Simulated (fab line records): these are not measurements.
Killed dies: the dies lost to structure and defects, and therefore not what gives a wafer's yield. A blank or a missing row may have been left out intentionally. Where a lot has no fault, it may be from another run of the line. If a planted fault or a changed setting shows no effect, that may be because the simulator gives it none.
A lot that was struck, set against a sound lot    flow sky130    42 steps out of a route of 708
Sound: the wafers L189.4, L189.5, L189.6. Struck: wafer L195.1. (L195.2 of the same lot was not struck and is left out.) The cause comes at the end.
Per side, at each step with rows, come the tool, then ch with its chambers, and then its first start. Under that, the readings that differ: sound wafers    struck wafers    difference of the means    sigmas: that difference in standard deviations of wafers without a fault.
alike: readings with means less than 2 such deviations apart, plus words and numbers identical on both sides. not compared: withheld readings, readings lacking a value on some wafer, bounds such as >300 that could conceal the same value, and numbers that have no deviation in the record and whose values overlap.
Wherever a step has rows on one side only, a row that says differs or no value, or a row with sigmas, the two part there. Non-overlapping numbers with no deviation appear without sigmas and do not part them. A reading missing from all wafers of one side parts the sides only when that side holds two or more wafers.

SKY_SD_P_CD_MEAS_07 targets a cd of 380 nm.
  sound: cd_sem-01 at day 27 23:01; struck: cd_sem-01 at day 30 02:24
  alike: cd_nm
SKY_SD_P_OVL_MEAS_08:
  sound: overlay-02 at day 27 23:05; struck: overlay-02 at day 30 02:31
  alike: SD_P_OVL
after that, 1 step had no rows for these wafers: SKY_SD_P_IMPLANT_09.
SKY_SD_P_STRIP_10: strips in O2/N2.
  sound on plasma_asher-02 ch 0,1, day 27 23:17; struck on plasma_asher-01 ch 1, day 30 02:43
reading                      sound        struck  difference                    sigmas
drypump_motor_current_A (A)  6.0 6.0 6.1  5.2     -0.8                          -2
rf_hours_counter_h (h)       - - -        106     no value on the sound wafers  
  alike: oes_product_au, strip_time_to_endpoint_s
SKY_SD_P_TW_MEAS_11:
  sound: film_metro-03 at day 27 23:23; struck: film_metro-01 at day 30 02:49
  alike: SD_P_TW
then, 7 steps without rows for these wafers: SKY_RES_XHIGH_DEHYDRATE_00 (time 60 s); SKY_RES_XHIGH_HMDS_01 (prime time 60 s); SKY_RES_XHIGH_COAT_02 (resist thk 1140 nm); SKY_RES_XHIGH_SOFTBAKE_03 (time 60 s); SKY_RES_XHIGH_EXPOSE_04 (exposes mask URPM, target cd 1270 nm); SKY_RES_XHIGH_PEB_05; SKY_RES_XHIGH_DEVELOP_06 (develop time 60 s).
SKY_RES_XHIGH_IMPLANT_07:
  sound on implanter-01 ch 0, day 29 04:20; struck on implanter-01 ch 0, day 31 07:12
  alike: tilt_deg
SKY_RES_XHIGH_STRIP_08: strips in O2/N2.
  sound on plasma_asher-03 ch 0,1, day 29 04:27; struck on plasma_asher-01 ch 1, day 31 07:21
reading                 sound  struck  difference                    sigmas
rf_hours_counter_h (h)  - - -  109     no value on the sound wafers  
  alike: drypump_motor_current_A, oes_product_au, strip_time_to_endpoint_s
SKY_RES_XHIGH_TW_MEAS_09:
  sound: film_metro-03 at day 29 04:33; struck: film_metro-01 at day 31 07:27
  alike: RES_XHIGH_TW
then, 7 steps without rows for these wafers: SKY_SD_N_DEHYDRATE_00 (time 60 s); SKY_SD_N_HMDS_01 (prime time 60 s); SKY_SD_N_COAT_02 (resist thk 1140 nm); SKY_SD_N_SOFTBAKE_03 (time 60 s); SKY_SD_N_EXPOSE_04 (exposes mask NSDM, target cd 380 nm); SKY_SD_N_PEB_05; SKY_SD_N_DEVELOP_06 (develop time 60 s).
SKY_SD_N_CD_MEAS_07 targets a cd of 380 nm.
  sound: cd_sem-01 at day 30 09:22; struck: cd_sem-02 at day 32 12:12
  alike: cd_nm
SKY_SD_N_OVL_MEAS_08:
  sound: overlay-02 at day 30 09:26; struck: overlay-01 at day 32 12:19
  alike: SD_N_OVL
then, 2 steps without rows for these wafers: SKY_SD_N_IMPLANT_09; SKY_SD_N_IMPLANT_10.
SKY_SD_N_STRIP_11: strips in O2/N2.
  sound on plasma_asher-01 ch 0,1, day 30 09:47; struck on plasma_asher-02 ch 0, day 32 12:40
reading                 sound  struck  difference                    sigmas
rf_hours_counter_h (h)  - - -  64      no value on the sound wafers  
  alike: drypump_motor_current_A, oes_product_au, strip_time_to_endpoint_s
SKY_SD_N_TW_MEAS_12:
  sound: film_metro-03 at day 30 09:53; struck: film_metro-01 at day 32 12:46
  alike: SD_N_TW
then, 1 step without rows for these wafers: SKY_SD_N_CLEAN_13 (cleans in SC1/SC2, time 150 s).
SKY_SD_N_RTA_14: time 2 s.
  sound on rtp_anneal-01 ch 0, day 30 10:00; struck on rtp_anneal-01 ch 0, day 32 12:55
  alike: lamp_power_pct, ramp_up_c_per_s, wafer_temp_C_max
SKY_SD_N_RS_MEAS_16: measures by four-point-probe.
  sound: film_metro-01 at day 30 10:12; struck: film_metro-02 at day 32 13:05
  alike: SD_N_RS
SKY_SD_N_RS_MEAS_17: measures by four-point-probe.
  sound: film_metro-01 at day 30 10:19; struck: film_metro-02 at day 32 13:13
  alike: SD_P_RS
SKY_SD_N_RS_MEAS_18: measures by four-point-probe.
  sound: film_metro-01 at day 30 10:26; struck: film_metro-02 at day 32 13:20
  alike: RES_XHIGH_RS
then, 2 steps without rows for these wafers: SKY_SALICIDE_CLEAN_00 (cleans in HF-last, time 30 s); SKY_LI_CONTACT_HDPCVD_00 (deposits PSG, target thk 930 nm, time 155 s).
SKY_LI_CONTACT_THK_MEAS_01:
  sound: film_metro-01 at day 30 10:39; struck: film_metro-02 at day 32 13:34
reading                     sound        struck  difference  sigmas
LI_CONTACT_HDPCVD_THK (nm)  945 936 933  911     -27         -3
SKY_LI_CONTACT_CMP_02: polishes PSG.
  sound on cmp-01 ch 0,1, day 30 10:44; struck on cmp-01 ch 2, day 32 13:44
reading              sound           struck  difference  sigmas
motor_current_A (A)  11.3 11.0 10.6  13.6    +2.6        +2
  alike: edge_zone_pressure_frac, time_to_endpoint_s
SKY_LI_CONTACT_BOW_MEAS_03:
  sound: film_metro-02 at day 30 11:02; struck: film_metro-01 at day 32 13:56
  alike: LI_CONTACT_BOW
then, 3 steps without rows for these wafers: SKY_LI_CONTACT_DEHYDRATE_04 (time 60 s); SKY_LI_CONTACT_HMDS_05 (prime time 60 s); SKY_LI_CONTACT_COAT_06 (resist thk 60 nm).
-- here the record skips 17 days between the struck wafers' starts before and after, leaving off in module LI_CONTACT and picking up in module PAD_OPEN (first step shown: number 708 of the route) --
SKY_PAD_OPEN_PROBE_99:
  sound: prober-01 at day 48 01:02; struck: prober-01 at day 49 12:50
reading                                   sound              struck  difference  sigmas
killed_at_M0_to_M3                        58 37 54           35      -15         -2
killed_at_M4_up                           6 6 4              2       -3          -2
killed_at_front_end                       25 18 20           12      -9          -2
killed_dies                               104 92 98          69      -29         -3
killed_open                               62 49 54           34      -21         -3
model.etest.res_xhigh_po.rs_ohm_sq_range  126.7 133.9 144.4  324     +189        
  alike: killed_at_contacts, killed_short

## WHERE THEY PART
Earliest at SKY_SD_P_STRIP_10; latest, in this record, at SKY_PAD_OPEN_PROBE_99.

WHY: what had been put in by the simulator
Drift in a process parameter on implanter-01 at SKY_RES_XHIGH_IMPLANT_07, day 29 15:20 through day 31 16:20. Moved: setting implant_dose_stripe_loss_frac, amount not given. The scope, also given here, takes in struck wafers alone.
